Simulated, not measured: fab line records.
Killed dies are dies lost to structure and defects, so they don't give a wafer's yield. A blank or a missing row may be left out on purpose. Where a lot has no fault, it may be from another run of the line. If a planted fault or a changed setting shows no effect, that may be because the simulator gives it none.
Split-lot trial -- flow sky130 -- 23 wafers read across 5 lots, on a route 708 steps long

== THE SPLIT ITSELF ==
At SKY_NWELL_IMPLANT_13, the setting energyKev was moved away from the recipe's 50 on 10 of the 23 wafers read, by +1.6% to +5.9%. For the rest of the wafers, this setting stayed at what the recipe calls for.

Reading taken at the split's own step.

== THE READING ==
The simulator's own value implant.drpNm, read by no gauge, in nm at SKY_NWELL_IMPLANT_13. There is no usual value for it anywhere in the file.

wafer,"tool, chamber at the split",energyKev as run,against the recipe,"implant.drpNm, nm",against lot-mates on the recipe
L074.1,"implanter-04, 0",52.94,+5.9%,26.8,+1.25
L074.2,"implanter-04, 0",52.94,+5.9%,26.8,+1.25
L074.3,"implanter-04, 0",52.94,+5.9%,26.8,+1.25
L074.5,"implanter-04, 0",50,recipe,25.55,-
L074.6,"implanter-04, 0",50,recipe,25.55,-
L076.1,"implanter-02, 0",50,recipe,25.55,-
L076.2,"implanter-02, 0",50,recipe,25.55,-
L076.5,"implanter-02, 0",50,recipe,25.55,-
L080.2,"implanter-04, 0",52.43,+4.9%,26.58,+1.03
L080.5,"implanter-04, 0",52.43,+4.9%,26.58,+1.03
L080.3,"implanter-04, 0",50,recipe,25.55,-
L080.4,"implanter-04, 0",50,recipe,25.55,-
L080.6,"implanter-04, 0",50,recipe,25.55,-
L079.1,"implanter-03, 0",50,recipe,25.55,-
L079.2,"implanter-03, 0",50,recipe,25.55,-
L079.3,"implanter-03, 0",50,recipe,25.55,-
L079.4,"implanter-03, 0",52.94,+5.9%,26.8,+1.25
L079.5,"implanter-03, 0",52.94,+5.9%,26.8,+1.25
L083.1,"implanter-04, 0",50.8,+1.6%,25.89,+0.34
L083.2,"implanter-04, 0",50.8,+1.6%,25.89,+0.34
L083.6,"implanter-04, 0",50.8,+1.6%,25.89,+0.34
L083.3,"implanter-04, 0",50,recipe,25.55,-
L083.5,"implanter-04, 0",50,recipe,25.55,-

FIT RESULTS
A straight line over all 23 wafers: implant.drpNm changes by +0.212 nm for each +1% of energyKev; r = +1.00; the points scatter about the line by 0.00086 nm.
The same after taking each lot's own level away (the mean of its wafers on the recipe; 23 wafers): +0.212 nm for each +1%; r = +1.00; scatter 0.00086 nm.
According to that fit, moving energyKev by its largest amount changes the reading by 1.2 nm.
The lots' own levels span 25.550 to 25.550 nm.
Hence the lot-to-lot level has little effect on the slope; both slopes agree.
Check: for one of the wafers moved furthest among these (+5.9%), held out of the fit, the line's prediction against its lot-mates is +1.25 nm. It came out at +1.25 nm against them.

== OTHER SPLITS APPLIED TO THESE WAFERS ==
Note: prior to the reading, these wafers also went through further splits. Each is held against what the fit with the lots' levels taken away leaves over:
other split on the same wafers,wafers away from the commonest value,r with implant.drpNm (lot level and that fit taken away)
SKY_FIELD_ISO_ETCH_15 timeS,9,-0.43
SKY_NWELL_SOFTBAKE_06 tempC,5,+0.08

== THE WHOLE CHAIN: every reading that the file lists as answering this split, in the file's order ==
step,what it does,reading,change (the file's fit),r (the file's)
SKY_NWELL_IMPLANT_13,,"implant.rpNm (the simulator's own value, which no gauge read)",+0.612 nm for each +1% of the setting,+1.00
SKY_NWELL_IMPLANT_13,,"implant.drpNm (the simulator's own value, which no gauge read)",+0.212 nm for each +1% of the setting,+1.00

== THE FILE'S OWN FIT ==
implant.drpNm changes by +0.212 nm for each +1% of energyKev, r = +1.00.
